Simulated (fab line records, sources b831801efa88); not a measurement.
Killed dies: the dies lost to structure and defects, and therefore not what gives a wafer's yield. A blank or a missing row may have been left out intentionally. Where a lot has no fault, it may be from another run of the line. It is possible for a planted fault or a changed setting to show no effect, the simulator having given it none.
The tool behind it: which one? -- flow sky130 -- 12 lots with 35 wafers sampled at 5 steps, on a route of 708 steps

WHAT THE GAUGES READ, wafer by wafer
The record holds no reading of a measuring or inspecting step that can be judged against a usual standard deviation.

WHAT TOOL EACH LOT RAN ON (gives the tool, then ch and the chambers of the sampled wafers, and finally the start)
lot,SKY_VIA2_SPUTTER_20,SKY_METAL3_SPUTTER_00,SKY_METAL3_SPUTTER_03,SKY_CAPM_SPUTTER_02,SKY_PAD_OPEN_PROBE_99
L548,"pvd sputter-04, day 39 02:32","pvd sputter-01, day 39 04:22","pvd sputter-01, day 39 04:26","pvd sputter-03, day 39 04:35",-
L549,"pvd sputter-03, day 39 17:28","pvd sputter-01, day 39 18:08","pvd sputter-01, day 39 18:14","pvd sputter-03, day 39 18:23",-
L550,"pvd sputter-04, day 39 19:06","pvd sputter-01, day 39 19:46","pvd sputter-01, day 39 19:52","pvd sputter-03, day 39 20:01","prober-01, day 48 11:59"
L551,"pvd sputter-04, day 40 10:12","pvd sputter-04, day 40 11:22","pvd sputter-04, day 40 11:27","pvd sputter-03, day 40 11:36",-
L555,"pvd sputter-03, day 41 04:11","pvd sputter-04, day 41 05:02","pvd sputter-04, day 41 05:07","pvd sputter-01, day 41 05:16","prober-02, day 49 12:58"
L554,"pvd sputter-02, day 41 07:04","pvd sputter-01, day 41 08:13","pvd sputter-01, day 41 08:19","pvd sputter-02, day 41 08:28",-
L553,"pvd sputter-02, day 41 10:22","pvd sputter-04, day 41 11:06","pvd sputter-04, day 41 11:11","pvd sputter-02, day 41 11:21",-
L556,"pvd sputter-03, day 41 10:45","pvd sputter-03, day 41 11:42","pvd sputter-03, day 41 11:47","pvd sputter-02, day 41 11:56","prober-01, day 49 23:13"
L557,"pvd sputter-03, day 42 06:43","pvd sputter-04, day 42 07:24","pvd sputter-04, day 42 07:29","pvd sputter-02, day 42 07:38",-
L559,"pvd sputter-02, day 42 11:29","pvd sputter-04, day 42 12:46","pvd sputter-04, day 42 12:51","pvd sputter-02, day 42 12:59",-
L563,"pvd sputter-03, day 43 06:05","pvd sputter-04, day 43 06:46","pvd sputter-04, day 43 06:51","pvd sputter-01, day 43 07:00",-
L562,"pvd sputter-02, day 43 11:13","pvd sputter-01, day 43 11:53","pvd sputter-01, day 43 11:59","pvd sputter-02, day 43 12:08",-
- SKY_VIA2_SPUTTER_20: material TiN, target thk 20 nm, time 80 s.
- SKY_METAL3_SPUTTER_00: material Ti, target thk 15 nm, time 10 s.
- SKY_METAL3_SPUTTER_03: material Ti, target thk 5 nm, time 3.3 s.
- SKY_CAPM_SPUTTER_02: material TiN, target thk 200 nm, time 166.7 s.
- SKY_PAD_OPEN_PROBE_99

WHAT THE TOOLS THEMSELVES READ (means of the sampled wafers that have a number; where no wafer has one, the mark that the record gives instead)
SKY_VIA2_SPUTTER_20. Usual: cathode dc power W 4000.0 W, standard deviation 0.74; throttle valve pct 30.2 %, standard deviation 0.86.
lot,tool,cathode dc power W (W),throttle valve pct (%),flag
L548,pvd sputter-04,3999.7,30.5,
L549,pvd sputter-03,4000.4,30.3,
L550,pvd sputter-04,3999.9,28.7,
L551,pvd sputter-04,3999.7,29.7,
L555,pvd sputter-03,3999.4,30.4,
L554,pvd sputter-02,3999.8,30.7,
L553,pvd sputter-02,3999.9,29.8,
L556,pvd sputter-03,4000.8,30.5,
L557,pvd sputter-03,3999.5,30.2,
L559,pvd sputter-02,4000.1,29.9,
L563,pvd sputter-03,3999.9,30.5,
L562,pvd sputter-02,3999.8,29.6,

SKY_METAL3_SPUTTER_00. Usual: cathode dc power W 3000.0 W, standard deviation 0.54; throttle valve pct 30.2 %, standard deviation 0.87.
lot,tool,cathode dc power W (W),throttle valve pct (%),flag
L548,pvd sputter-01,2999.7,30.3,
L549,pvd sputter-01,3000.1,30.8,
L550,pvd sputter-01,2999.8,29.9,
L551,pvd sputter-04,3000.0,30.1,
L555,pvd sputter-04,3000.1,29.1,
L554,pvd sputter-01,3000.1,30.2,
L553,pvd sputter-04,3000.2,30.1,
L556,pvd sputter-03,3000.1,30.5,
L557,pvd sputter-04,3000.5,30.6,
L559,pvd sputter-04,2999.4,30.0,
L563,pvd sputter-04,3000.1,29.9,
L562,pvd sputter-01,3000.1,30.0,

SKY_METAL3_SPUTTER_03. Usual: cathode dc power W 3000.1 W, standard deviation 0.58; throttle valve pct 30.2 %, standard deviation 0.85.
lot,tool,cathode dc power W (W),throttle valve pct (%),flag
L548,pvd sputter-01,2999.5,30.5,
L549,pvd sputter-01,3000.1,30.7,
L550,pvd sputter-01,3000.0,29.9,
L551,pvd sputter-04,3000.6,29.9,
L555,pvd sputter-04,2999.7,29.0,
L554,pvd sputter-01,2999.9,30.3,
L553,pvd sputter-04,2999.5,30.1,
L556,pvd sputter-03,2999.5,30.5,
L557,pvd sputter-04,3000.1,30.6,
L559,pvd sputter-04,2999.4,30.0,
L563,pvd sputter-04,3000.0,29.9,
L562,pvd sputter-01,2999.8,29.9,

SKY_CAPM_SPUTTER_02. Usual: cathode dc power W 6500.1 W, standard deviation 1.2; throttle valve pct 30.3 %, standard deviation 0.92.
lot,tool,cathode dc power W (W),throttle valve pct (%),flag
L548,pvd sputter-03,6501.0,30.3,
L549,pvd sputter-03,6499.3,30.4,
L550,pvd sputter-03,6436.0,30.1,OFF
L551,pvd sputter-03,6456.1,30.4,OFF
L555,pvd sputter-01,6499.6,30.3,
L554,pvd sputter-02,6500.3,29.9,
L553,pvd sputter-02,6500.6,29.8,
L556,pvd sputter-02,6500.6,31.1,
L557,pvd sputter-02,6499.4,29.4,
L559,pvd sputter-02,6499.5,30.7,
L563,pvd sputter-01,6501.2,30.6,
L562,pvd sputter-02,6501.0,30.0,

SKY_PAD_OPEN_PROBE_99. Usual: defect limited yield 82.8 %, standard deviation 1.8; killed_at_M0_to_M3 42, standard deviation 5.8; killed_at_M4_up 3.0, standard deviation 2; killed at contacts 24, standard deviation 5.5; killed at front end 15, standard deviation 3.9; killed at other 0.3, standard deviation 0.54; killed dies 85, standard deviation 8.8; killed open 47, standard deviation 6.8; killed short 38, standard deviation 5.9; sort_bin_3_pad_short 0.9 %, standard deviation 0.41; sort_bin_5_function 10.1 %, standard deviation 1.4; sort_bin_6_memory 6.2 %, standard deviation 1.2; sort n pass 407, standard deviation 8.8; sort yield pct 82.8 %, standard deviation 1.8.
lot,tool,defect limited yield (%),killed_at_M0_to_M3,killed_at_M4_up,killed at contacts,killed at front end,killed at other,killed dies,killed open,killed short,sort_bin_3_pad_short (%),sort_bin_5_function (%),sort_bin_6_memory (%),sort n pass,sort yield pct (%),flag
L550,prober-01,80.7,44,3.5,26,20,0.0,95,50,45,0.8,11.3,7.2,397,80.7,
L555,prober-02,82.2,43,3.7,26,14,0.7,87,52,35,0.7,11.1,6.0,405,82.2,
L556,prober-01,83.6,43,5.0,20,13,0.0,81,45,35,0.9,10.1,5.4,411,83.6,

THE ANSWER, worked out from the rows above alone
Rule: lot off if the mean of its wafers having a number is beyond 3 standard deviations from the usual mean. A lot without any number at a reading at which 4 lots or more have one is off too. Where the step has rows for the other lots, those lots are counted as sound. First the gauges in route order, then the tools' own readings, where a lot's mean is used as printed above. The first step at which some lot is off is used, and at that step the reading that is off furthest; a lot without a number counts as furthest.
Off: L550, L551, at SKY_CAPM_SPUTTER_02 (cathode dc power W).
A tool fits if, at that step or a process step before it, it ran every lot that is off, and no sound lot after the first of them. 2 tools fit, pvd sputter-04 at SKY_VIA2_SPUTTER_20 and pvd sputter-03 at SKY_CAPM_SPUTTER_02, so this cannot tell which one it is.

WHAT WAS PUT IN BY THE SIMULATOR
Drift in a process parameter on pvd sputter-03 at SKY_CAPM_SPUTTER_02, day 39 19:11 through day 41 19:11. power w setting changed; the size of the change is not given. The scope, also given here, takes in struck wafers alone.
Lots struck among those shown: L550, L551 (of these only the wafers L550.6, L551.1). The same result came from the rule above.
